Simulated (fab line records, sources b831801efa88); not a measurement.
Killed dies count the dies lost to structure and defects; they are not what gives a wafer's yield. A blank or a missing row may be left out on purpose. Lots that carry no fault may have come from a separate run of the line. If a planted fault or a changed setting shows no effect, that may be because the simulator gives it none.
2 desks, one fault ; flow sky130 ; what lay behind the numbers comes last; until then each desk has only its own

== TOOL OWNER'S DESK, implanter-02 ==
The tool's own readings at SKY_LDD_HVP_IMPLANT_08: means of the sampled wafers that have a number, for each lot that ran on this tool. A lot is out of limits, marked OUT, if its mean lies more than 4 standard deviations from the usual mean; the brackets give that distance.
Columns: A = beam energy keV at SKY_LDD_HVP_IMPLANT_08, usual 20.002; B = tilt deg at SKY_LDD_HVP_IMPLANT_08, usual 17.901 degrees
lot;first seen here;A;B
L419;day 24 03:24;19.998;17.924
L423;day 24 18:00;20.004;17.877
L427;day 26 00:49;20.001;17.899
L437;day 29 02:10;24.622 (+99 or more) OUT;17.909
L438;day 29 09:37;24.624 (+99 or more) OUT;17.914
This desk finds L437, L438 out of limits, L437 being first, at day 29 02:10 (beam energy keV at SKY_LDD_HVP_IMPLANT_08). L419, L423, L427 stayed within limits.

== METROLOGY DESK ==
What the gauges read for every lot (on any tool): the sampled wafers with a number, averaged. A lot is out of limits, marked OUT, if its mean lies more than 4 standard deviations from the usual mean; the brackets give that distance.
Columns: A = POLY_GATE_CVD_00_THK at SKY_POLY_GATE_THK_MEAS_01, usual 180.2 nm; B = POLY_GATE_OVL at SKY_POLY_GATE_OVL_MEAS_14, usual 0 nm; C = LDD_HVP_TW at SKY_LDD_HVP_TW_MEAS_10, usual 455.8; D = cd nm at SKY_POLY_CUT_CD_MEAS_08, usual 270.1 nm
lot;first seen here;A;B;C;D
L415;day 14 16:45;179.1;-5;453.7;269.3
L417;day 15 05:39;180.4;4;454.8;269.1
L419;day 16 07:52;181.1;-2;458.2;270.8
L421;day 16 17:34;180.0;-4;451.3;270.1
L422;day 16 17:34;180.3;6;457.6;272.4
L423;day 16 22:11;183.0;-3;451.7;270.1
L424;day 17 16:41;179.8;8;457.7;270.8
L425;day 17 16:42;179.4;4;451.3;269.6
L426;day 18 01:22;180.3;1;456.2;268.9
L427;day 18 04:29;182.2;1;456.9;269.1
L436;day 21 05:58;180.2;5;459.6;267.9
L437;day 21 08:34;177.9;-4;478.1 (+8.0) OUT;268.9
L438;day 21 14:22;179.0;5;477.1 (+7.6) OUT;270.1
Finding of this desk: L437, L438 out of limits, first seen on L437 at day 29 02:25 (LDD_HVP_TW at SKY_LDD_HVP_TW_MEAS_10). L415, L417, L419, L421, L422, L423, L424, L425, L426, L427, L436 stayed within limits.

== ALL TOGETHER ==
The tool owner's desk had the chance to raise an alarm at day 29 02:10 on L437, L438.
L437, L438 would have let the metrology desk raise an alarm at day 29 02:25.
SKY_LDD_HVP_IMPLANT_08 was run on implanter-02 by each of the lots named.

== WHAT THE SIMULATOR PUT IN ==
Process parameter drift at SKY_LDD_HVP_IMPLANT_08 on implanter-02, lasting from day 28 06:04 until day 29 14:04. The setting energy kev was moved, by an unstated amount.
Shown lots that were struck: L437, L438.
Hours from the fault's start to each desk's first reading out of limits: the tool owner's desk, 20; the metrology desk, 20.
